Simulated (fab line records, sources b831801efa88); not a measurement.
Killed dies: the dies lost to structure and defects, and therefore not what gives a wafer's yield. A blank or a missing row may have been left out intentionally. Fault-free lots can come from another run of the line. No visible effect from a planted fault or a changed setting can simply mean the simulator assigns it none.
Check of tool commonality + flow gf180mcu + 10 lots and 36 wafers in the sample

## WHY IT WAS OPENED
2 of 10 lots carry a flag on the reading M4_ALCU_RS at GF_M4_RS_MEAS_05. Wafers without a fault read 0.0694 ohm/sq, standard deviation 0.00073.
Rule: a lot is flagged when every wafer of it that has a number lies more than 4 standard deviations from that mean, or none has a number. The other lots count as sound.

| lot  | measured     | on           | M4_ALCU_RS (ohm/sq), wafer by wafer       | flag    |
|------|--------------|--------------|-------------------------------------------|---------|
| L788 | day 22 07:40 | filmMetro-02 | 0.0692 0.0691 0.0696                      |         |
| L789 | day 22 20:46 | filmMetro-02 | 0.0694 0.0692 0.0693                      |         |
| L790 | day 23 05:37 | filmMetro-01 | 0.0703 0.0698 0.0705                      |         |
| L792 | day 23 21:32 | filmMetro-04 | 0.0691 0.0692 0.0696                      |         |
| L798 | day 26 01:43 | filmMetro-04 | 0.0699 0.0699 0.0706                      |         |
| L804 | day 27 18:36 | filmMetro-04 | 0.0692 0.0695 0.0689                      |         |
| L805 | day 28 01:37 | filmMetro-02 | 0.0793 0.0795 0.0798 0.0794 0.0794 0.0798 | FLAGGED |
| L807 | day 28 17:04 | filmMetro-02 | 0.0824 0.0825 0.0823 0.0826 0.0826 0.0822 | FLAGGED |
| L808 | day 28 20:28 | filmMetro-04 | 0.0692 0.0691 0.0690                      |         |
| L810 | day 29 13:26 | filmMetro-01 | 0.0681 0.0682 0.0681                      |         |
On average the flagged lots' numbers are 0.0810 ohm/sq, which is +0.0116 ohm/sq against the usual, or +16 standard deviations.

## TOOL THAT RAN EACH LOT
2 process steps preceding the reading are held in the record, out of 602 steps in the route. Each cell gives the tool, then ch followed by the chambers the sampled wafers passed through, then the start.
| lot  | flag    | GF_SAB_ETCH_11                    | GF_M4_SPUTTER_02            |
|------|---------|-----------------------------------|-----------------------------|
| L788 |         | rieDiel-04 ch 0,3, day 14 23:55   | pvdSputter-02, day 22 07:35 |
| L789 |         | rieDiel-03 ch 0,1,3, day 15 11:36 | pvdSputter-02, day 22 20:40 |
| L790 |         | rieDiel-03 ch 2,3, day 15 20:42   | pvdSputter-01, day 23 05:32 |
| L792 |         | rieDiel-04 ch 0,2,3, day 16 11:32 | pvdSputter-03, day 23 21:26 |
| L798 |         | rieDiel-02 ch 1,2,3, day 18 20:12 | pvdSputter-02, day 26 01:36 |
| L804 |         | rieDiel-03 ch 1,2,3, day 20 18:44 | pvdSputter-01, day 27 18:31 |
| L805 | FLAGGED | rieDiel-02 ch 1,2,3, day 21 06:17 | pvdSputter-01, day 28 01:31 |
| L807 | FLAGGED | rieDiel-02 ch 1,3, day 21 23:03   | pvdSputter-01, day 28 16:56 |
| L808 |         | rieDiel-03 ch 1,3, day 22 03:50   | pvdSputter-02, day 28 20:23 |
| L810 |         | rieDiel-03 ch 1,2,3, day 23 00:42 | pvdSputter-02, day 29 13:20 |
What is done by these steps:
- GF_SAB_ETCH_11: etches SiO2 in C4F8/O2/Ar, target depth 55 nm, time 8.5 s.
- GF_M4_SPUTTER_02: material AlCu, target thk 450 nm, time 23.9 s.
- GF_M4_RS_MEAS_05: measures by four-point-probe.

## FLAGGED AGAINST TOTAL, ONE TOOL AT A TIME (gauges that did the reading follow at the end)
| step             | tool          | lots run | flagged | share of the flagged lots | sound lots run after its first flagged lot |
|------------------|---------------|----------|---------|---------------------------|--------------------------------------------|
| GF_SAB_ETCH_11   | rieDiel-02    | 3        | 2       | all                       | 0                                          |
| GF_SAB_ETCH_11   | rieDiel-03    | 5        | 0       | none                      | -                                          |
| GF_SAB_ETCH_11   | rieDiel-04    | 2        | 0       | none                      | -                                          |
| GF_M4_SPUTTER_02 | pvdSputter-01 | 4        | 2       | all                       | 0                                          |
| GF_M4_SPUTTER_02 | pvdSputter-02 | 5        | 0       | none                      | -                                          |
| GF_M4_SPUTTER_02 | pvdSputter-03 | 1        | 0       | none                      | -                                          |
| GF_M4_RS_MEAS_05 | filmMetro-01  | 2        | 0       | none                      | -                                          |
| GF_M4_RS_MEAS_05 | filmMetro-02  | 4        | 2       | all                       | 0                                          |
| GF_M4_RS_MEAS_05 | filmMetro-04  | 4        | 0       | none                      | -                                          |

## THE TABLE: WHAT IT ALLOWS
Rows of the table that ran every flagged lot, 3 in all: rieDiel-02 at GF_SAB_ETCH_11, pvdSputter-01 at GF_M4_SPUTTER_02, filmMetro-02 at GF_M4_RS_MEAS_05.
- rieDiel-02 at GF_SAB_ETCH_11 ran 3 lots, 2 of them flagged. Last sound lot L798 at day 18 20:12, first flagged lot L805 at day 21 06:17; a fault beginning in between fits.
- pvdSputter-01 at GF_M4_SPUTTER_02 ran 4 lots, 2 of them flagged. Last sound lot L804 at day 27 18:31, first flagged lot L805 at day 28 01:31; a fault beginning in between fits. Its own readings (chamberPressurePa, throttleValvePct) fall more than 4 standard deviations out on all wafers of the flagged lots.
- filmMetro-02 at GF_M4_RS_MEAS_05 ran 4 lots, 2 of them flagged. Last sound lot L789 at day 22 20:46, first flagged lot L805 at day 28 01:37; a fault beginning in between fits.
Because each of these 3 tools fits a fault that began at some hour, counting lots does not separate them. More lots, or a look at what each step does to the wafer, might.

## WHAT WAS PUT IN BY THE SIMULATOR
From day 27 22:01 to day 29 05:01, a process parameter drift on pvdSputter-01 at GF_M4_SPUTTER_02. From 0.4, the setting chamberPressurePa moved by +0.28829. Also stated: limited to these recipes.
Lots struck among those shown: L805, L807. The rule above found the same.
